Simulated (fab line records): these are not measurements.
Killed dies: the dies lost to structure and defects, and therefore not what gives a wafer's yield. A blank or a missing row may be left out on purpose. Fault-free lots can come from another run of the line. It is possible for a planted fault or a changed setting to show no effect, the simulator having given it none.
What tool caused it? | flow sky130 | 24 lots, 72 wafers sampled, at 3 steps of a route of 708

## WHAT EACH GAUGE READ, for each wafer
SKY_VIA2_THK_MEAS_23: measures by xrf. Usual: for VIA2_W_THK the level is 422 nm and the standard deviation is 8.2.
lot  | measured     | on            | VIA2_W_THK (nm) | flag
L074 | day 37 13:52 | film_metro-02 | 423 423 420     |
L075 | day 37 18:23 | film_metro-03 | 430 434 435     |
L076 | day 38 14:08 | film_metro-02 | 436 426 410     |
L077 | day 39 05:50 | film_metro-02 | 405 429 423     |
L078 | day 39 12:47 | film_metro-03 | 436 416 435     |
L079 | day 39 18:53 | film_metro-02 | 425 423 417     |
L080 | day 40 01:12 | film_metro-01 | 410 416 410     |
L081 | day 40 09:01 | film_metro-01 | 404 425 408     |
L082 | day 40 14:13 | film_metro-02 | 427 415 427     |
L083 | day 41 02:37 | film_metro-02 | 419 408 416     |
L084 | day 41 05:55 | film_metro-01 | 418 418 413     |
L085 | day 41 19:49 | film_metro-01 | 419 420 416     |
L086 | day 41 21:07 | film_metro-01 | 412 411 425     |
L087 | day 42 07:38 | film_metro-01 | 429 433 416     |
L088 | day 42 12:32 | film_metro-01 | 412 429 409     |
L089 | day 42 16:25 | film_metro-01 | 413 426 416     |
L090 | day 43 03:37 | film_metro-01 | 427 418 431     |
L091 | day 43 15:40 | film_metro-02 | 425 412 417     |
L093 | day 43 22:46 | film_metro-02 | 425 427 429     |
L092 | day 44 00:37 | film_metro-01 | 425 427 412     |
L094 | day 44 04:27 | film_metro-03 | 419 421 418     |
L095 | day 44 13:01 | film_metro-02 | 425 430 426     |
L096 | day 44 17:05 | film_metro-02 | 437 439 438     |
L097 | day 44 21:37 | film_metro-03 | 430 425 422     |

SKY_VIA3_CD_MEAS_12: target cd 200 nm. Usual: cd_nm 200.2 nm, standard deviation 1.4.
lot  | measured     | on        | cd_nm (nm)        | flag
L074 | day 41 06:02 | cd_sem-02 | 198.0 199.2 200.6 |
L075 | day 41 10:19 | cd_sem-01 | 201.6 202.0 199.8 |
L076 | day 42 05:33 | cd_sem-02 | 202.2 200.6 202.1 |
L077 | day 42 17:11 | cd_sem-01 | 200.2 200.7 202.1 |
L078 | day 42 23:12 | cd_sem-02 | 198.4 198.7 197.4 |
L079 | day 43 04:41 | cd_sem-02 | 198.3 199.3 198.8 |
L080 | day 43 08:38 | cd_sem-01 | 200.6 200.7 199.6 |
L081 | day 43 17:17 | cd_sem-01 | 201.8 202.0 202.5 |
L082 | day 43 19:41 | cd_sem-01 | 202.4 202.7 202.9 |
L083 | day 44 07:08 | cd_sem-02 | 201.7 200.6 199.5 |
L084 | day 44 09:59 | cd_sem-01 | 199.3 199.7 199.6 |
L085 | day 44 21:44 | cd_sem-01 | 200.5 200.6 200.8 |
L086 | day 44 22:52 | cd_sem-02 | 202.2 201.8 200.7 |
L087 | day 45 08:54 | cd_sem-02 | 201.5 200.9 201.3 |
L088 | day 45 13:02 | cd_sem-01 | 199.3 201.9 201.2 |
L089 | day 45 18:26 | cd_sem-01 | 198.1 200.2 199.0 |
L090 | day 46 04:20 | cd_sem-01 | 198.2 198.1 198.8 |
L091 | day 46 14:11 | cd_sem-02 | 197.5 198.0 197.6 |
L093 | day 46 20:26 | cd_sem-01 | 200.6 197.8 199.6 |
L092 | day 46 23:34 | cd_sem-02 | 200.4 200.6 199.7 |
L094 | day 47 03:44 | cd_sem-02 | 202.5 201.4 202.2 |
L095 | day 47 10:55 | cd_sem-02 | 199.5 201.0 200.8 |
L096 | day 47 14:10 | cd_sem-02 | 199.7 199.0 198.8 |
L097 | day 47 17:55 | cd_sem-02 | 198.6 201.1 199.0 |

## WHAT TOOL EACH LOT RAN ON (gives the tool, then ch and the chambers of the sampled wafers, and finally the start)
lot  | SKY_METAL2_STRIP_20
L074 | plasma_asher-03 ch 0,1, day 36 06:56
L075 | plasma_asher-03 ch 0,1, day 36 11:29
L076 | plasma_asher-03 ch 0,1, day 37 06:52
L077 | plasma_asher-03 ch 0,1, day 37 21:43
L078 | plasma_asher-03 ch 0,1, day 38 04:46
L079 | plasma_asher-03 ch 0,1, day 38 10:26
L080 | plasma_asher-02 ch 0,1, day 38 17:47
L081 | plasma_asher-01 ch 0,1, day 39 01:11
L082 | plasma_asher-01 ch 0,1, day 39 06:47
L083 | plasma_asher-01 ch 0,1, day 39 20:06
L084 | plasma_asher-01 ch 0,1, day 40 00:29
L085 | plasma_asher-02 ch 0,1, day 40 14:41
L086 | plasma_asher-03 ch 0,1, day 40 16:35
L087 | plasma_asher-01 ch 0,1, day 41 03:25
L088 | plasma_asher-01 ch 0,1, day 41 08:50
L089 | plasma_asher-01 ch 0, day 41 13:08
L090 | plasma_asher-01 ch 0,1, day 42 02:11
L091 | plasma_asher-03 ch 0,1, day 42 13:23
L093 | plasma_asher-03 ch 0,1, day 42 20:41
L092 | plasma_asher-01 ch 0,1, day 42 21:56
L094 | plasma_asher-02 ch 0,1, day 43 02:26
L095 | plasma_asher-03 ch 0,1, day 43 10:35
L096 | plasma_asher-02 ch 0,1, day 43 15:29
L097 | plasma_asher-02 ch 0,1, day 43 20:17
- SKY_METAL2_STRIP_20: strips in O2/N2.

## WHAT THE TOOLS THEMSELVES READ (means of the sampled wafers that have a number; where no wafer has one, the mark that the record gives instead)
SKY_METAL2_STRIP_20. Usual: drypump_motor_current_A 5.9 A, standard deviation 0.56; oes_product_au 0.343 a.u., standard deviation 0.0048; strip_time_to_endpoint_s 2.70 s, standard deviation 0.044.
lot  | tool            | drypump_motor_current_A (A) | oes_product_au (a.u.) | strip_time_to_endpoint_s (s) | flag
L074 | plasma_asher-03 | 6.1                         | 0.345                 | 2.72                         |
L075 | plasma_asher-03 | 5.6                         | 0.346                 | 2.74                         |
L076 | plasma_asher-03 | 6.1                         | 0.341                 | 2.68                         |
L077 | plasma_asher-03 | 6.1                         | 0.349                 | 2.68                         |
L078 | plasma_asher-03 | 5.6                         | 0.340                 | 2.66                         |
L079 | plasma_asher-03 | 5.6                         | 0.345                 | 2.73                         |
L080 | plasma_asher-02 | 5.7                         | 0.345                 | 2.71                         |
L081 | plasma_asher-01 | 5.9                         | 0.338                 | 2.70                         |
L082 | plasma_asher-01 | 5.9                         | 0.349                 | 2.71                         |
L083 | plasma_asher-01 | 5.9                         | 0.342                 | 2.68                         |
L084 | plasma_asher-01 | 5.9                         | 0.340                 | 2.70                         |
L085 | plasma_asher-02 | 5.7                         | 0.343                 | 2.74                         |
L086 | plasma_asher-03 | 6.1                         | 0.345                 | 2.71                         |
L087 | plasma_asher-01 | 5.9                         | 0.342                 | 2.70                         |
L088 | plasma_asher-01 | 5.9                         | 0.346                 | 2.71                         |
L089 | plasma_asher-01 | 5.8                         | 0.345                 | 2.70                         |
L090 | plasma_asher-01 | 5.9                         | 0.343                 | 2.71                         |
L091 | plasma_asher-03 | 5.5                         | 0.333                 | 2.65                         |
L093 | plasma_asher-03 | 6.1                         | 0.342                 | 2.71                         |
L092 | plasma_asher-01 | 6.0                         | 0.345                 | 2.75                         |
L094 | plasma_asher-02 | 5.7                         | 0.340                 | 2.71                         |
L095 | plasma_asher-03 | 5.6                         | 0.346                 | 2.74                         |
L096 | plasma_asher-02 | 5.7                         | 0.340                 | 2.68                         |
L097 | plasma_asher-02 | 5.9                         | 0.344                 | 2.67                         |

## THE ANSWER, worked out from the rows above alone
Rule: lot off if the mean of its wafers having a number is beyond 3 standard deviations from the usual mean. A lot without any number at a reading at which 4 lots or more have one is off too. All remaining lots with rows at the step are treated as sound. The gauges are gone through in route order, then the tools' own readings, and for those a lot's mean is taken as printed above. At the first step where some lot is off, the reading lying furthest off is the one used; lots without a number count as furthest.
None of the lots is off at any reading shown; this tells nothing.

## WHAT HAD BEEN PUT IN BY THE SIMULATOR
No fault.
